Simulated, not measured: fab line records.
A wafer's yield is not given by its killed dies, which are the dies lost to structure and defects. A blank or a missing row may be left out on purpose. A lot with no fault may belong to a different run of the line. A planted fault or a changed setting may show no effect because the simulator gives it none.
A struck lot beside a sound one :: flow sfq_line :: 21 out of 325 route steps
Sound: wafers L649.3, L649.5, L649.6. Wafers L650.1, L650.2, L650.3 were the ones struck. The cause is given at the end.
Order at every step that has rows: each side's tool, ch and its chambers, its first start. Under that, the readings that differ: sound wafers :: struck wafers :: difference of the means :: sigmas: that difference in standard deviations of wafers without a fault.
alike: same words and numbers on both sides, and readings whose means sit less than 2 such deviations apart. not compared: any withheld reading, any reading some wafer has no value for, any bound like >300 that may hide the same value, and any number with overlapping values for which the record gives no deviation.
Wherever a step has rows on one side only, a row that says differs or no value, or a row with sigmas, the two part there. Non-overlapping numbers with no deviation appear without sigmas and do not part them. A reading that every wafer of one side lacks parts them only if that side has two wafers or more.

first, 3 steps without rows for these wafers: SFQ_TRILAYER_M7_LITHO_EXPOSE_178 (exposes mask M7, target cd 500 nm); SFQ_TRILAYER_M7_LITHO_PEB_180 (peb time 60 s); SFQ_TRILAYER_M7_LITHO_DEVELOP_179 (time 60 s).
SFQ_M7_OVL_MEAS_945:
  sound on overlay-02 at day 85 17:52; struck on overlay-01 at day 86 10:40
  alike: M7_OVL
SFQ_TRILAYER_M7_BARC_OPEN_METAL_ETCH_229: etches BARC in O2, target depth 125 nm, time 41.7 s.
  sound on rie_metal-03 ch 0,1, day 85 17:55; struck on rie_metal-01 ch 0,1, day 86 10:41
  alike: drypump_motor_current_A, he_backside_leak_sccm, oes_product_au
  not compared: rf_hours_counter_h
SFQ_TRILAYER_M7_ETCH_METAL_ETCH_180: etches Nb in Cl2/Ar, stops on SiO2, target depth 240 nm, time 120 s.
  sound on rie_metal-03 ch 0,1, day 85 18:00; struck on rie_metal-01 ch 0,1, day 86 10:45
reading: oes_product_au (a.u.)
sound: 0.905 0.895 0.899
struck: 0.879 0.878 0.881
difference: -0.020
sigmas: -3
  alike: drypump_motor_current_A, he_backside_leak_sccm
  not compared: rf_hours_counter_h
SFQ_TRILAYER_M7_STRIP_STRIP_181: strips in O2.
  sound on rie_metal-03 ch 0,1, day 85 18:17; struck on rie_metal-01 ch 0,1, day 86 10:53
  alike: drypump_motor_current_A, he_backside_leak_sccm, oes_product_au
  not compared: rf_hours_counter_h
then, 1 step without rows for these wafers: SFQ_TRILAYER_M7_STRIP_SOLV_CLEAN_182 (cleans in NMP, time 600 s).
SFQ_TRILAYER_I7_DEP_PECVD_183: deposits SiO2 from SiH4/N2O, time 111.11 s, target thk 500 nm.
  sound on pecvd-02 ch 0,2, day 85 18:51; struck on pecvd-02 ch 0,1,2, day 86 11:39
  alike: chamber_pressure_Torr, heater_power_outer_w, heater_power_w, throttle_valve_pct
then, 1 step without rows for these wafers: SFQ_TRILAYER_I7_CMP_CMP_184 (polishes SiO2).
SFQ_I7_BOW_MEAS_946:
  sound on film_metro-01 at day 85 21:58; struck on film_metro-02 at day 86 15:25
reading: I7_BOW (um)
sound: 42 36 33
struck: -4 -11 -16
difference: -47
sigmas: -4
SFQ_TRILAYER_I7_METRO_MEASURE_185:
  sound on film_metro-01 at day 85 22:27; struck on film_metro-02 at day 86 15:32
  alike: thk_nm
SFQ_TRILAYER_I7_VIA_LITHO_COAT_192: resist thk 62 nm.
  sound on litho_track-03 ch 0, day 85 23:21; struck on litho_track-03 ch 0, day 86 16:44
reading: spin_speed_rpm (rpm)
sound: 2998.1 3000.7 3001.1
struck: 3198.4 3194.3 3192.1
difference: +195.0
sigmas: +81

reading: model.BARC_of_TRILAYER_I7_VIA_LITHO_COAT_192.thk_nm (nm)
sound: 62.2 62.39 62.36
struck: 60.32 60.09 60.11
difference: -2.14
sigmas: 
  alike: resist_line_temp_C
then, 5 steps without rows for these wafers: SFQ_TRILAYER_I7_VIA_LITHO_COAT_187 (resist thk 650 nm); SFQ_TRILAYER_I7_VIA_LITHO_SOFTBAKE_191; SFQ_TRILAYER_I7_VIA_LITHO_EXPOSE_188 (exposes mask I7, target cd 1000 nm); SFQ_TRILAYER_I7_VIA_LITHO_PEB_190 (peb time 60 s); SFQ_TRILAYER_I7_VIA_LITHO_DEVELOP_189 (time 60 s).
-- the record jumps here: 4 days lie between the struck wafers' starts before and after --
SFQ_I7_OVL_MEAS_947:
  sound on overlay-02 at day 90 02:08; struck on overlay-01 at day 90 16:38
  alike: I7_OVL
SFQ_TRILAYER_I7_VIA_BARC_OPEN_VIA_ETCH_260: etches BARC in O2, target depth 125 nm, time 41.7 s.
  sound on rie_diel-04 ch 0,1, day 90 02:09; struck on rie_diel-03 ch 0,1,2, day 90 16:41
reading: oes_product_au (a.u.)
sound: 0.677 0.685 0.690
struck: 0.675 0.673 0.676
difference: -0.009
sigmas: -2

reading: model.etch.depth_nm (nm)
sound: 62.2 62.39 62.36
struck: 60.32 60.09 60.11
difference: -2.14
sigmas: 
  alike: drypump_motor_current_A
  not compared: rf_hours_counter_h
then, 1 step without rows for these wafers: SFQ_TRILAYER_I7_VIA_ETCH_VIA_ETCH_190 (etches SiO2 in CHF3, stops on Nb, target depth 260 nm).

WHERE THEY PART
At SFQ_TRILAYER_M7_ETCH_METAL_ETCH_180 first; at SFQ_TRILAYER_I7_VIA_BARC_OPEN_VIA_ETCH_260 last (within this record only).

WHY: what the simulator had put in
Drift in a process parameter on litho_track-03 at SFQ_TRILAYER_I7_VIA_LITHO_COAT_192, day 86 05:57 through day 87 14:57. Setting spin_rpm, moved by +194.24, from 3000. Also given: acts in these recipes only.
